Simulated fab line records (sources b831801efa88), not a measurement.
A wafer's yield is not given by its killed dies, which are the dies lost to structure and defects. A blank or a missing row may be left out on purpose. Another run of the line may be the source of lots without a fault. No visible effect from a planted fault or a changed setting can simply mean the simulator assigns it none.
Problem report, 8D (eight disciplines) form, completed by code ; flow sfq line ; the parts of the form that need people (team, actions taken, sign-off) are left out

## 1. WHAT IS WRONG
Mean of rf fwd power W at SFQ_TRILAYER_M7_BARC_OPEN_METAL_ETCH_229: 496 W across 4 wafers in 2 lots; on wafers with no fault it is 592 W (standard deviation 3.1). Relative to the usual mean, that is a shift of -31 standard deviations.
The step: etches BARC in O2, target depth 125 nm, time 41.7 s.
Earliest sighting: wafer L945.2 on rie metal-04 at day 81 02:32. The record has a number at this step for 42 wafers belonging to 14 lots. By rule, "out" or "out of limits" means more than 4 standard deviations away from the usual mean. The other wafers with a number count as sound.

## 2. WHAT IT IS, WHAT IT ISN'T
question;is;is not
which readings at this step;rf fwd power W;drypump motor current A, oes product au
which lots;L945, L947;L927, L928, L930, L931, L932, L933, L935, L936, L937, L939, L949, L950
which wafers of those lots;L945.2, L945.5, L947.3, L947.6;L945.1, L947.2
read on which tools;rie metal-04;rie metal-01, rie metal-02
when;from day 81 02:32;"up to then (31 sound wafers); but 7 sound wafers of L947, L949, L950 came after"

## 3. THE SUSPECTS, EACH WITH WHAT RULES IT OUT
Counting: if a tool at a process step up to the reading ran every lot that is out, it stays a suspect. Sound lots after the first of them don't rule it out here, since some wafers of a struck lot are sound.
- rie metal-02 at SFQ_TRILAYER_C5_STRIP_STRIP_155 (strips in O2): kept. It processed each lot that is out (first: L945, day 76 06:10); up to then, its last sound lot is L939 (day 69 09:01).
- rie metal-03 at SFQ_TRILAYER_M6_BARC_OPEN_METAL_ETCH_206 (etches BARC in O2, target depth 125 nm, time 41.7 s): kept. It processed each lot that is out (first: L945, day 78 04:26); up to then, its last sound lot is L937 (day 73 04:37).
- rie metal-04 at SFQ_TRILAYER_M7_BARC_OPEN_METAL_ETCH_229 (etches BARC in O2, target depth 125 nm, time 41.7 s): kept. It processed each lot that is out (first: L945, day 81 02:32); up to then, its last sound lot is L939 (day 79 04:10). Its own rf fwd power W readings are out on those wafers.
- Within rie metal-04 at SFQ_TRILAYER_M7_BARC_OPEN_METAL_ETCH_229, the wafers that are out were processed in chamber 1 and their sound lot-mates in chamber 0.
The count leaves rie metal-02 at SFQ_TRILAYER_C5_STRIP_STRIP_155, rie metal-03 at SFQ_TRILAYER_M6_BARC_OPEN_METAL_ETCH_206, and rie metal-04 at SFQ_TRILAYER_M7_BARC_OPEN_METAL_ETCH_229.

## 4. THE CAUSE (what the simulator had put in)
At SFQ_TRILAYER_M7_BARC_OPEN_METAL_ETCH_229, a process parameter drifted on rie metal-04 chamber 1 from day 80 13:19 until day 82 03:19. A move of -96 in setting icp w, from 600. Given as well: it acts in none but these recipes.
3 suspects survive the count, and this tool is in that group.

## 5. SEQUENCE OF EFFECTS, ordered by route
Each row: a reading where the mean over the struck wafers with a number is more than 3 standard deviations away from the usual. Readings are gone through only where the record gives a usual standard deviation; hours: the median, over the lots, of the time from a lot's start at the first step in this table giving one to that lot's start at this step; sigmas: the change measured in usual standard deviations.
hours;step;reading;usual;on struck wafers;change;sigmas
0;SFQ_TRILAYER_M7_BARC_OPEN_METAL_ETCH_229;rf fwd power W;592 W;496;-96;-31
Its process steps:
- SFQ_TRILAYER_M7_BARC_OPEN_METAL_ETCH_229: etches BARC in O2, target depth 125 nm, time 41.7 s.
At these later measuring or inspecting steps, every struck wafer for which the step has a row has a number for every such reading, and none has moved that far: SFQ_I7_OVL_MEAS_947.

## 6. WHAT WOULD HAVE CAUGHT IT SOONER
First out-of-limits reading in this record: day 81 02:32, which is 13 hours after fault onset at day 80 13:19.
